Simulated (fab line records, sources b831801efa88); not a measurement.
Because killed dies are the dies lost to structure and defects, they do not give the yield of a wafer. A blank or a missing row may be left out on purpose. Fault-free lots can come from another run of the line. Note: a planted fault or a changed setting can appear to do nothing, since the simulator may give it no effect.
Struck lot and sound lot, side by side / flow gf180mcu / 16 steps out of a route of 602
Sound: these wafers, L751.1, L751.3, L751.5. Struck: wafers L760.1, L760.3. (L760.4 of the same lot was not struck and is left out.) The cause comes at the end.
Per side, at each step with rows, come the tool, then ch with its chambers, and then its first start. Under that, the readings that differ: sound wafers / struck wafers / difference of the means / sigmas: that difference in standard deviations of wafers without a fault.
alike: same words and numbers on both sides, and readings whose means sit less than 2 such deviations apart. not compared: any withheld reading, any reading some wafer has no value for, any bound like >300 that may hide the same value, and any number with overlapping values for which the record gives no deviation.
The two part at a step that has a row with sigmas, a row that says differs or no value, or rows on one side only. Numbers that don't overlap but have no deviation are shown without sigmas and don't part them. A reading missing from all wafers of one side parts the sides only when that side holds two or more wafers.

first, 6 steps without rows for these wafers: GF_TOP_METAL_HMDS_08 (prime time 60 s); GF_TOP_METAL_COAT_09 (resist thk 1500 nm); GF_TOP_METAL_SOFTBAKE_10 (time 60 s); GF_TOP_METAL_EXPOSE_11 (exposes mask MetalTop, target cd 440 nm); GF_TOP_METAL_PEB_12; GF_TOP_METAL_DEVELOP_13 (develop time 60 s).
GF_TOP_METAL_CD_MEAS_14 targets a cd of 440 nm.
  sound on cd-sem-02 at day 29 21:20; struck on cd-sem-01 at day 32 11:23
  alike: cd-nm
GF_TOP_METAL_OVL_MEAS_15:
  sound on overlay-01 at day 29 21:27; struck on overlay-02 at day 32 11:30
  alike: TOP_METAL_OVL
GF_TOP_METAL_METAL_ETCH_16: etches the open film in Cl2/BCl3, stops on SiO2, target depth 1197 nm, time 199.5 s.
  sound on rie-metal-01 ch 0,1, day 29 21:29; struck on rie-metal-01 ch 1, day 32 11:32
  alike: drypump-motor-current-A, oes-product-au, rf-fwd-power-W, throttle-valve-pct
  not compared: rf-hours-counter-h
GF_TOP_METAL_STRIP_17: strips in O2/N2.
  sound on plasma-asher-01 ch 0,1, day 29 21:41; struck on plasma-asher-01 ch 0,1, day 32 11:55
  alike: drypump-motor-current-A, heater-power-w, oes-product-au, strip-time-to-endpoint-s
  not compared: rf-hours-counter-h
then, 2 steps without rows for these wafers: GF_TOP_METAL_STRIP_18 (strips in post etch residue remover, time 1200 s); GF_TOP_METAL_CLEAN_19 (cleans in DIW).
GF_PASSIVATION_CVD_00: deposits SiO2 from TEOS, target thk 1000 nm, time 111.95 s.
  sound on pecvd-04 ch 0,1, day 29 22:15; struck on pecvd-04 ch 0,1, day 32 12:28
reading=run-length-s (s); sound=140.8 140.4 140.2; struck=151.6 151.5; difference=+11.1; sigmas=+27
reading=model.SiO2_of_PASSIVATION_CVD_00.thk-nm (nm); sound=991.9 984.4 1003; struck=1108 1097; difference=+109; sigmas=
  alike: heater-power-outer-w, heater-power-w, rf-fwd-power-W
GF_PASSIVATION_THK_MEAS_01:
  sound on film-metro-02 at day 29 22:20; struck on film-metro-04 at day 32 12:32
reading=PASSIVATION_CVD_00_THK (nm); sound=992 984 1004; struck=1108 1096; difference=+109; sigmas=+8
GF_PASSIVATION_CVD_02: deposits Si3N4, target thk 700 nm, time 486.18 s.
  sound on pecvd-01 ch 0,2, day 29 22:23; struck on pecvd-02 ch 1,2, day 32 12:36
  alike: heater-power-outer-w, heater-power-w, rf-fwd-power-W, run-length-s
GF_PASSIVATION_PROBE_99:
  sound wafers here have rows in the record (prober-02, day 30 18:05); struck ones have none

== WHERE THEY PART ==
First at GF_PASSIVATION_CVD_00; last, within this record, at GF_PASSIVATION_PROBE_99.

WHY: what had been put in by the simulator
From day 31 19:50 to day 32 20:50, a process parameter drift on pecvd-04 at GF_PASSIVATION_CVD_00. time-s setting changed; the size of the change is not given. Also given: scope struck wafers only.
